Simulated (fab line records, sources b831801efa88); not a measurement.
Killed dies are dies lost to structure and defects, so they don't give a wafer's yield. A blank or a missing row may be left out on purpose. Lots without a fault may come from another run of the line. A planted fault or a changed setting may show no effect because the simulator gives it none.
Chamber matching | flow sky130 | SKY_CAP2M_CVD_00 on pecvd-02: 3 sister chambers
The step deposits SiO2, target thk 15.5 nm. 14 wafers are shown with their chamber, then 7 later ones without.

WAFERS WITH THEIR CHAMBER
wafer  | chamber | heater_power_w (W)
L139.1 | 0       | 708
L139.2 | 1       | 648
L139.4 | 1       | 656
L141.1 | 2       | 692
L141.2 | 1       | 737
L141.4 | 0       | 762
L143.3 | 2       | 688
L143.4 | 0       | 746
L143.5 | 1       | 758
L150.1 | 1       | 697
L150.2 | 2       | 721
L150.5 | 0       | 768
L149.3 | 0       | 777
L149.4 | 2       | 709

SIGNATURES (means of the wafers above)
reading        | chamber 0 | chamber 1 | chamber 2 | scatter within a chamber
heater_power_w | 752.20    | 699.20    | 702.50    | 34.4
Rule: a wafer's distance from a chamber is the root of the sum, over the readings, of the square of ((its reading less the chamber's mean) divided by the reading's scatter). The wafer belongs to the nearest chamber; if the next one is less than 2 further off, it can't be placed. The scatter: the root of (the sum of the squares of (reading less its chamber's mean) over the shown wafers, divided by (wafers less chambers)).

WAFERS WITHOUT THEIR CHAMBER
wafer  | heater_power_w (W)
L149.6 | 753
L161.1 | 751
L161.2 | 753
L161.5 | 747
L162.2 | 724
L162.4 | 729
L162.5 | 703

WHICH CHAMBER EACH WENT THROUGH
wafer  | from the rows above          | in truth
L149.6 | can't be placed: 0 or 2 or 1 | 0
L161.1 | can't be placed: 0 or 2 or 1 | 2
L161.2 | can't be placed: 0 or 2 or 1 | 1
L161.5 | can't be placed: 0 or 2 or 1 | 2
L162.2 | can't be placed: 2 or 1 or 0 | 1
L162.4 | can't be placed: 0 or 2 or 1 | 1
L162.5 | can't be placed: 2 or 1 or 0 | 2
Placed correctly: 0 of 7. Can't be placed from these rows: 7 (the true chamber is among the candidates in 7). Placed wrongly: 0.
